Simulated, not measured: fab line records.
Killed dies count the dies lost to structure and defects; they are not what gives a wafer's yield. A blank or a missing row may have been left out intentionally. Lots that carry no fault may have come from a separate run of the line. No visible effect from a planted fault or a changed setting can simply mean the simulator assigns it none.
A single fault, viewed from 2 desks / flow gf180mcu / every desk sees just its own numbers, and what lay behind them comes last

DESK OF THE TOOL OWNER: implanter-03
For each lot that ran on this tool, the mean over its sampled wafers that have a number, from the tool's own readings at GF_HV_LDD_IMPLANT_09. A lot is out of limits, marked OUT, if its mean lies more than 4 standard deviations from the usual mean; the brackets give that distance.
Columns: A = beam_energy_keV at GF_HV_LDD_IMPLANT_09, usual 40.000; B = dose_ions_cm2 at GF_HV_LDD_IMPLANT_09, usual 1e+14; C = tilt_deg at GF_HV_LDD_IMPLANT_09, usual 7.000 degrees
lot=L826; first seen here=day 10 14:29; A=40.003; B=1e+14; C=7.002
lot=L829; first seen here=day 11 05:22; A=40.009; B=1e+14; C=7.008
lot=L837; first seen here=day 13 18:47; A=39.992; B=1e+14; C=6.998
lot=L844; first seen here=day 15 23:46; A=40.017; B=1e+14 (-45) OUT; C=7.002
lot=L846; first seen here=day 16 09:44; A=40.005; B=1e+14 (-45) OUT; C=7.000
lot=L847; first seen here=day 16 18:35; A=40.018; B=1e+14 (-46) OUT; C=6.993
This desk finds L844, L846, L847 out of limits, L844 being first, at day 15 23:46 (dose_ions_cm2 at GF_HV_LDD_IMPLANT_09). L826, L829, L837: within limits.

THE METROLOGY DESK
Means of the sampled wafers that have a number, per lot and without regard to the tool the lot ran on: this is what the gauges read. A lot is out of limits, marked OUT, if its mean lies more than 4 standard deviations from the usual mean; the brackets give that distance.
Columns: A = INCOMING_BOW at GF_STI_BOW_MEAS_00, usual 0 um; B = HV_LDD_03_OVL at GF_HV_LDD_OVL_MEAS_47, usual -0.7 nm; C = HV_LDD_RS at GF_HV_LDD_RS_MEAS_53, usual 418.6 ohm/sq
lot=L826; first seen here=day 1 15:00; A=1; B=0.6; C=419.4
lot=L827; first seen here=day 1 20:00; A=-7; B=0.1; C=419.2
lot=L829; first seen here=day 2 06:01; A=-1; B=-1.3; C=418.1
lot=L833; first seen here=day 3 02:02; A=-3; B=-3.4; C=418.3
lot=L834; first seen here=day 3 07:00; A=4; B=-0.3; C=419.5
lot=L835; first seen here=day 3 12:00; A=-1; B=0.6; C=418.1
lot=L837; first seen here=day 3 22:02; A=0; B=-2.2; C=418.0
lot=L838; first seen here=day 4 03:00; A=1; B=-0.9; C=418.3
lot=L843; first seen here=day 5 04:04; A=-1; B=-0.8; C=419.0
lot=L844; first seen here=day 5 09:00; A=-1; B=-0.8; C=427.1 (+8.5) OUT
lot=L846; first seen here=day 5 19:04; A=1; B=-1.4; C=425.6 (+7.0) OUT
lot=L847; first seen here=day 6 00:01; A=4; B=-2.6; C=427.0 (+8.4) OUT
lot=L848; first seen here=day 6 05:00; A=0; B=-1.6; C=418.8
This desk's finding: out of limits on L844, L846, L847; first on L844, day 18 21:45 (HV_LDD_RS at GF_HV_LDD_RS_MEAS_53). L826, L827, L829, L833, L834, L835, L837, L838, L843, L848: within limits.

ALL TOGETHER
The tool owner's desk could have raised an alarm at day 15 23:46, on L844, L846, L847.
At day 18 21:45 the metrology desk could have sounded an alarm, on L844, L846, L847.
Every lot named ran GF_HV_LDD_IMPLANT_09 on implanter-03.

WHAT THE SIMULATOR PUT IN
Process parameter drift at GF_HV_LDD_IMPLANT_09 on implanter-03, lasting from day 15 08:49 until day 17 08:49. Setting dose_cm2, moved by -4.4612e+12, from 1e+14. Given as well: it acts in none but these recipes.
Shown lots that were struck: L844, L846, L847.
Delay (hours) between the fault's onset and each desk's first out-of-limits reading: 15 at the tool owner's desk, 85 at the metrology desk.
